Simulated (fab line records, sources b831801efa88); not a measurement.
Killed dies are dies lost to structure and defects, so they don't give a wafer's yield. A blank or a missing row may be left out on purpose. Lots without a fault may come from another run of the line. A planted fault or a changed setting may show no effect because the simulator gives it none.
fab line records | flow sky130
record lots=5 wafers=15 last_day=50
route steps=708 shown VIA2@515 PAD_OPEN@708
lots that met no fault: from a run of the same line without faults
start_h: hours from the record's first day to the start of the lot's first wafer shown | wait_h: hours since the lot's step before | " the same as in the row above | L1.1+2: a row that stands for several wafers | - no value, or no start given | * or withheld: withheld | < > ~ a bound
route shown NAME@n: a module of which the file shows steps, and the number in the route of the first | usual: mean/standard deviation of fault-free wafers | same: alike in all rows | chamber/n: place in a boat | sites: the reading at each site | _std_site: their standard deviation | _edge_site: outer sites' mean less inner sites' | radius_mm: how far each site lies from the wafer's centre | mask NAME#n: copy n | behind: the tool/chamber that last shaped the wafer | hold: why the lot was held/for how many hours/how that ended | device: the transistor (n, p or np) that didn't switch | end of line: the same wafers' tests at the end of the route | a step without rows: its recipe alone | killed: dies lost to structure and defects at the first sort, not the wafer's yield | map: a wafer's dies, x killed, . not, _ none there
set.NAME: the setting as run; set.NAME@STEP: as run at that earlier step | model.NAME: the simulator's own value behind a step, which no gauge read
lots at some steps of the route; a table a step, a row a wafer
services: from which hour (start_h, from the record's first day; less than 0 if before it) a tool's chamber was out of use, for how many hours, and why
## steps
# step SKY_VIA2_SOFTBAKE_08
# recipe temp_c=100 time_s=90 resist=KrF-thick
# step SKY_VIA2_EXPOSE_09
# recipe mask_id=VIM2 na=0.8 source_shape=annular sigma_inner=0.55 sigma_outer=0.85 target_cd_nm=200 dose_mj=38
# step SKY_VIA2_PEB_10
# recipe peb_temp_c=withheld peb_time_s=withheld resist=KrF-thick
# step SKY_VIA2_DEVELOP_11
# recipe develop_time_s=60 resist=KrF-thick dev_temp_c=21
# step SKY_VIA2_CD_MEAS_12
# recipe target_cd_nm=200
# usual cd_nm=200.7/1.5
# columns lot.wafer tool chamber start_h wait_h cd_nm
L826.2 cd_sem-01 - 842.88 - 203.2
L826.3 " - " " 203.1
L826.5 " - " " 202.8
L827.3 cd_sem-01 - 852.59 - 199.4
L827.4 " - " " 200.4
L827.5 " - " " 199.5
L840.1 cd_sem-02 - 954.05 - 198.8
L840.4 " - " " 199.8
L840.5 " - " " 198.9
L847.1 cd_sem-01 - 997.53 - 200.2
L847.2 " - " " 200.3
L847.3 " - " " 199.2
L848.2 cd_sem-01 - 1002.23 - 201.4
L848.4 " - " " 199.6
L848.6 " - " " 199.6
# step SKY_VIA2_OVL_MEAS_13
# usual VIA2_OVL=-2/4.2
# columns lot.wafer tool chamber start_h wait_h VIA2_OVL[nm]
L826.2 overlay-02 - 842.99 0.1 -8
L826.3 " - " " -1
L826.5 " - " " -3
L827.3 overlay-02 - 852.68 0.1 -2
L827.4 " - " " -2
L827.5 " - " " -7
L840.1 overlay-02 - 954.17 0.1 8
L840.4 " - " " -1
L840.5 " - " " -5
L847.1 overlay-01 - 997.65 0.1 -1
L847.2 " - " " -7
L847.3 " - " " -6
L848.2 overlay-02 - 1002.34 0.1 -4
L848.4 " - " " 1
L848.6 " - " " 8
# step SKY_VIA2_ETCH_14
# recipe chemistry=N2/H2 target=BARC ion_energy_ev=200 source_w=500 bias_w=100 pressure_mtorr=30 n2_flow_sccm=100 h2_flow_sccm=200 stop_on=SiO2 time_s=45.9 target_depth_a=600
# usual drypump_motor_current_A=5.7/0.5 oes_product_au=0.855/0.0044 throttle_valve_pct=13.225/0.0088
# columns lot.wafer tool chamber start_h wait_h drypump_motor_current_A oes_product_au rf_hours_counter_h throttle_valve_pct
L826.2 rie_diel-04 1 843.02 0.0 5.6 0.855 10 13.212
L826.3 " 2 " " 6.7 0.856 7 13.235
L826.5 " 1 " " 5.6 0.857 - 13.209
L827.3 rie_diel-01 0 852.70 0.0 5.4 0.854 13 13.235
L827.4 " 2 " " 6.4 0.861 22 13.225
L827.5 " 3 " " 5.5 0.854 - 13.215
L840.1 rie_diel-01 1 954.20 0.0 6.2 0.852 28 13.225
L840.4 " 1 " " 6.2 0.856 - 13.218
L840.5 " 3 " " 5.5 0.852 - 13.233
L847.1 rie_diel-02 2 997.69 0.0 5.7 0.854 23 13.219
L847.2 " 0 " " 5.8 0.857 13 13.229
L847.3 " 3 " " 5.0 0.859 25 13.228
L848.2 rie_diel-01 2 1002.37 0.0 6.4 0.861 26 13.224
L848.4 " 0 " " 5.5 0.859 - 13.232
L848.6 " 3 " " 5.5 0.851 - 13.229
# step SKY_VIA2_ETCH_15
# recipe target=SiO2 chemistry=C4F8/O2/Ar target_depth_nm=546 stop_on=TiN mask_material=KrF-thick source_w=1500 bias_w=1200 pressure_mtorr=40 c4f8_flow_sccm=withheld O2_flow_sccm=6 Ar_flow_sccm=300 time_s=84
# usual oes_product_au=0.939/0.0045
# columns lot.wafer tool chamber start_h wait_h oes_product_au rf_hours_counter_h
L826.2 rie_diel-04 1 843.06 0.0 0.940 10
L826.3 " 2 " " 0.942 7
L826.5 " 1 " " 0.940 -
L827.3 rie_diel-01 0 852.74 0.0 0.934 13
L827.4 " 2 " " 0.947 22
L827.5 " 3 " " 0.947 -
L840.1 rie_diel-01 1 954.24 0.0 0.941 28
L840.4 " 1 " " 0.942 -
L840.5 " 3 " " 0.939 -
L847.1 rie_diel-02 2 997.73 0.0 0.940 23
L847.2 " 0 " " 0.942 13
L847.3 " 3 " " 0.943 25
L848.2 rie_diel-01 2 1002.41 0.0 0.934 27
L848.4 " 0 " " 0.938 -
L848.6 " 3 " " 0.944 -
# step SKY_VIA2_STRIP_16
# recipe chemistry=O2/N2 power_w=1400 pressure_mtorr=1500 platen_temp_c=withheld o2_flow_sccm=3000 n2_flow_sccm=300 overash_fraction=0.5
# usual drypump_motor_current_A=5.7/0.61 oes_product_au=0.398/0.0042 strip_time_to_endpoint_s=4.040/0.028
# columns lot.wafer tool chamber start_h wait_h drypump_motor_current_A oes_product_au rf_hours_counter_h strip_time_to_endpoint_s
L826.2 plasma_asher-02 1 843.12 0.0 5.8 0.398 35 4.037
L826.3 " 1 " " 5.8 0.392 - 4.005
L826.5 " 0 " " 6.5 0.391 - 3.999
L827.3 plasma_asher-02 1 852.84 0.1 5.8 0.394 - 4.017
L827.4 " 0 " " 6.6 0.405 - 4.027
L827.5 " 1 " " 5.8 0.404 - 4.053
L840.1 plasma_asher-02 0 954.31 0.0 6.5 0.400 46 4.049
L840.4 " 1 " " 5.8 0.399 - 4.031
L840.5 " 1 " " 5.8 0.396 - 4.073
L847.1 plasma_asher-03 0 997.79 0.0 5.4 0.402 27 4.033
L847.2 " 1 " " 6.4 0.394 27 3.997
L847.3 " 1 " " 6.3 0.396 - 4.043
L848.2 plasma_asher-03 1 1002.47 0.0 6.4 0.392 27 4.001
L848.4 " 1 " " 6.4 0.402 - 4.029
L848.6 " 0 " " 5.4 0.399 - 4.035
# step SKY_VIA2_STRIP_17
# recipe chemistry=post_etch_residue_remover time_s=1200 temp_c=72.5
# step SKY_VIA2_CLEAN_18
# recipe chemistry=IPA time_s=180 temp_c=25
# step SKY_VIA2_CLEAN_19
# recipe chemistry=O3/DIW dry=n2_spin
# step SKY_VIA2_SPUTTER_20
# recipe material=TiN target_thk_nm=20 chamber_pressure_pa=5 power_w=4000 time_s=80
# usual throttle_valve_pct=30.3/0.68
# columns lot.wafer tool chamber start_h wait_h throttle_valve_pct model.TiN_of_VIA2_SPUTTER_20.thk_nm
L826.2 pvd_sputter-01 - 843.79 0.0 30.0 19.78
L826.3 " - " " 29.7 19.61
L826.5 " - " " 29.6 19.61
L827.3 pvd_sputter-04 - 853.40 0.0 30.2 19.88
L827.4 " - " " 30.5 19.57
L827.5 " - " " 30.5 19.47
L840.1 pvd_sputter-04 - 954.90 0.0 31.2 19.83
L840.4 " - " " 29.1 25.54
L840.5 " - " " 30.5 19.61
L847.1 pvd_sputter-02 - 998.38 0.0 30.2 19.76
L847.2 " - " " 29.6 19.83
L847.3 " - " " 30.5 19.85
L848.2 pvd_sputter-02 - 1003.07 0.0 29.6 19.97
L848.4 " - " " 30.0 20.23
L848.6 " - " " 30.1 20.19
# step SKY_VIA2_CVD_21
# recipe material=W target_thk_nm=420 time_s=126.4 temp_c=400 pressure_torr=40
# usual chamber_pressure_Torr=39.98/0.089 heater_power_w=759/66 susceptor_temp_C=400.00/0.23
# columns lot.wafer tool chamber start_h wait_h chamber_pressure_Torr heater_power_w susceptor_temp_C
L826.2 cvd_w-01 1 843.85 0.0 39.98 698 400.11
L826.3 " 1 " " 39.74 715 399.99
L826.5 " 0 " " 39.95 826 399.91
L827.3 cvd_w-01 0 853.50 0.1 40.11 828 399.80
L827.4 " 1 " " 39.86 694 399.90
L827.5 " 0 " " 40.03 809 399.90
L840.1 cvd_w-01 1 954.97 0.0 39.98 666 399.49
L840.4 " 1 " " 39.92 678 399.93
L840.5 " 0 " " 39.86 858 399.57
L847.1 cvd_w-01 0 998.44 0.0 40.08 848 399.81
L847.2 " 1 " " 39.91 693 400.21
L847.3 " 0 " " 40.09 864 399.88
L848.2 cvd_w-02 0 1003.13 0.0 39.80 676 399.95
L848.4 " 1 " " 39.97 801 399.98
L848.6 " 1 " " 40.03 804 400.09
# step SKY_PAD_OPEN_PROBE_99
# usual defect_limited_yield=82.8/2.1 killed_at_M0_to_M3=43/7.7 killed_at_M4_up=3.1/1.7 killed_at_contacts=23/4.8 killed_at_front_end=15/4.5 killed_at_other=0.3/0.58 killed_dies=85/10 killed_open=46/7.5 killed_short=38/6.5 sort_bin_3_pad_short=0.8/0.38 sort_bin_5_function=10.3/1.7 sort_bin_6_memory=6.1/1.1 sort_n_pass=407/10 sort_yield_pct=82.8/2.1
# same gross_dies=492 killed_at_back_side=0 sort_bin_4_leakage[%]=0 sort_bin_8_speed[%]=0
# columns lot.wafer tool chamber start_h wait_h defect_limited_yield[%] killed_at_M0_to_M3 killed_at_M4_up killed_at_contacts killed_at_front_end killed_at_other killed_dies killed_open killed_short sort_bin_3_pad_short[%] sort_bin_5_function[%] sort_bin_6_memory[%] sort_n_pass sort_yield_pct[%]
L827.3 prober-01 - 1078.19 0.2 85.0 42 1 20 11 0 74 48 26 0.2 9.6 5.3 418 85.0
L827.4 prober-01 - 1078.24 0.2 81.9 56 3 19 11 0 89 61 28 0.4 12.0 5.7 403 81.9
L827.5 prober-01 - 1078.29 0.2 83.5 35 2 28 15 1 81 47 34 1.6 8.7 6.1 411 83.5
# killed by level:class
L827.3 VIA1:geometric_particle:open=12 CONTACT:geometric_particle:open=10 VIA1:geometric_particle:short=5 VIA3:geometric_particle:open=5 FIELD_ISO:geometric_particle:short=4 LI_CONTACT:geometric_particle:open=4 METAL2:geometric_particle:short=4 METAL2:geometric_particle:open=4
L827.4 VIA1:geometric_particle:open=19 LI_CONTACT:geometric_particle:open=9 VIA2:geometric_particle:open=9 CONTACT:geometric_particle:open=6 VIA3:geometric_particle:open=5 POLY_GATE:geometric_particle:open=4 METAL1:geometric_particle:short=4 VIA2:geometric_particle:short=4
L827.5 VIA1:geometric_particle:open=12 CONTACT:geometric_particle:open=11 FIELD_ISO:geometric_particle:open=8 FIELD_ISO:geometric_particle:short=7 LI_CONTACT:geometric_particle:open=6 METAL2:geometric_particle:short=5 CONTACT:geometric_particle:short=5 LOCAL_INTERCONNECT:geometric_particle:short=5
## services
# columns tool chamber start_h hours kind
rie_diel-02 - 829.29 2.8 pm
plasma_asher-02 - 837.87 0.9 repair
pvd_sputter-02 - 838.69 1.8 repair
rie_diel-02 1 848.22 6.2 repair
rie_diel-01 0 859.72 4.0 repair
cvd_w-01 - 861.03 1.5 repair
rie_diel-04 2 873.86 4.6 repair
rie_diel-01 3 902.48 4.3 repair
cvd_w-01 - 904.00 14.0 pm
rie_diel-01 1 904.45 1.9 repair
rie_diel-04 2 913.41 15.3 repair
cvd_w-01 0 915.13 12.6 repair
pvd_sputter-04 - 920.08 2.5 repair
rie_diel-02 2 930.95 2.9 repair
rie_diel-04 2 931.10 8.4 repair
rie_diel-02 1 935.19 132.0 repair
plasma_asher-03 - 936.56 0.6 repair
rie_diel-01 2 943.30 9.6 repair
rie_diel-01 0 947.26 8.4 repair
rie_diel-04 - 961.83 2.8 pm
plasma_asher-03 - 966.15 0.8 repair
rie_diel-04 - 968.13 4.3 pm
rie_diel-02 3 975.59 6.5 repair
rie_diel-02 - 998.64 4.3 pm
## key
first_sign none at tools or gauges
model_effect step=SKY_VIA2_SPUTTER_20 value=TiN_of_VIA2_SPUTTER_20.thk_nm without=19.78 struck=25.54
met_at SKY_VIA2_SPUTTER_20
struck_wafers L840.4
onset_between 853.40 954.90
fault kind=process_parameter_drift tool=pvd_sputter-04 chamber=- onset_h=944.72 steps=SKY_VIA2_SPUTTER_20 channel=time_s offset=* shape=step end_h=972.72 scope=struck_wafers_only acts_in=* stated=*
